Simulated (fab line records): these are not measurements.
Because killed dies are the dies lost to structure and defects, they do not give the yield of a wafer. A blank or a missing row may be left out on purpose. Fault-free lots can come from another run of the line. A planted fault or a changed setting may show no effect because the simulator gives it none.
The tool behind it: which one? | flow gf180mcu | Sampling: 11 lots, 33 wafers, 4 of 602 route steps

== WHAT EACH GAUGE READ, for each wafer ==
GF_PSD_TW_MEAS_11.
lot  | measured     | on            | PSD_TW
L263 | day 15 03:58 | film_metro-01 | 3190 3197 3213
L264 | day 15 08:11 | film_metro-01 | 303 293 303 303 295 303
L271 | day 18 00:01 | film_metro-04 | 3149 3141 3149
L273 | day 18 14:47 | film_metro-04 | 3150 3137 3151
L274 | day 18 21:23 | film_metro-04 | 3150 3152 3132
L277 | day 19 21:43 | film_metro-02 | 3203 3229 3206
L278 | day 20 06:17 | film_metro-02 | 3201 3204 3204
L280 | day 20 23:58 | film_metro-01 | 3203 3186 3208
L281 | day 21 08:10 | film_metro-01 | 3173 3188 3202
L282 | day 21 15:01 | film_metro-02 | 3191 3204 3192
L284 | day 22 07:26 | film_metro-04 | 3149 3143 3159

== EACH LOT AND THE TOOL THAT RAN IT (in order: tool; ch and the chambers of the sampled wafers; start) ==
lot  | GF_HV_LDD_RTA_52                 | GF_NSD_STRIP_11                      | GF_PSD_STRIP_10
L263 | rtp_anneal-01 ch 0, day 13 05:40 | plasma_asher-04 ch 0,1, day 14 06:22 | plasma_asher-03 ch 0,1, day 15 03:52
L264 | rtp_anneal-01 ch 0, day 13 11:03 | plasma_asher-04 ch 0,1, day 14 10:49 | plasma_asher-03 ch 0,1, day 15 08:05
L271 | rtp_anneal-02 ch 0, day 15 23:48 | plasma_asher-02 ch 0,1, day 17 00:55 | plasma_asher-03 ch 0,1, day 17 23:55
L273 | rtp_anneal-01 ch 0, day 16 11:20 | plasma_asher-02 ch 0,1, day 17 14:38 | plasma_asher-02 ch 0,1, day 18 14:41
L274 | rtp_anneal-01 ch 0, day 16 19:41 | plasma_asher-03 ch 0,1, day 17 20:56 | plasma_asher-01 ch 0,1, day 18 21:17
L277 | rtp_anneal-02 ch 0, day 17 17:00 | plasma_asher-02 ch 0,1, day 18 20:34 | plasma_asher-03 ch 0,1, day 19 21:37
L278 | rtp_anneal-02 ch 0, day 18 01:48 | plasma_asher-04 ch 0, day 19 05:11   | plasma_asher-01 ch 0,1, day 20 06:11
L280 | rtp_anneal-02 ch 0, day 18 19:02 | plasma_asher-02 ch 0,1, day 19 23:38 | plasma_asher-02 ch 0,1, day 20 23:52
L281 | rtp_anneal-02 ch 0, day 19 03:57 | plasma_asher-03 ch 0,1, day 20 07:50 | plasma_asher-03 ch 0, day 21 08:04
L282 | rtp_anneal-01 ch 0, day 19 11:23 | plasma_asher-02 ch 0,1, day 20 14:59 | plasma_asher-01 ch 0,1, day 21 14:55
L284 | rtp_anneal-01 ch 0, day 20 03:37 | plasma_asher-03 ch 0,1, day 21 06:56 | plasma_asher-01 ch 0,1, day 22 07:22
- GF_HV_LDD_RTA_52: time 10 s.
- GF_NSD_STRIP_11: strips in O2/N2.
- GF_PSD_STRIP_10: strips in O2/N2.

== THE ANSWER, worked out from the rows above alone ==
Rule: the usual values come from the lots themselves. The widest of any qualifying gaps counts: lots, ordered by their means at a reading, are off when they make up no more than a third of the lots, leave a main group of 4 or more, and stand apart from it by 3 or more times the standard deviation of that group's means. Not used: any main group whose means are identical at the precision the tables above print for the reading. Also off: a lot with no number at a reading for which 4 or more lots have one. The other lots that the step has rows for count as sound.
Off: L264, at GF_PSD_TW_MEAS_11 (PSD_TW). The main group: mean 3179, standard deviation 27.
A tool fits if, at a process step before that reading, it ran every lot that is off, and no sound lot after the first of them. Those tools and the gauges at GF_PSD_TW_MEAS_11 are tried in the same way. No candidate that was tried fits.

== WHAT THE SIMULATOR HAD PUT IN ==
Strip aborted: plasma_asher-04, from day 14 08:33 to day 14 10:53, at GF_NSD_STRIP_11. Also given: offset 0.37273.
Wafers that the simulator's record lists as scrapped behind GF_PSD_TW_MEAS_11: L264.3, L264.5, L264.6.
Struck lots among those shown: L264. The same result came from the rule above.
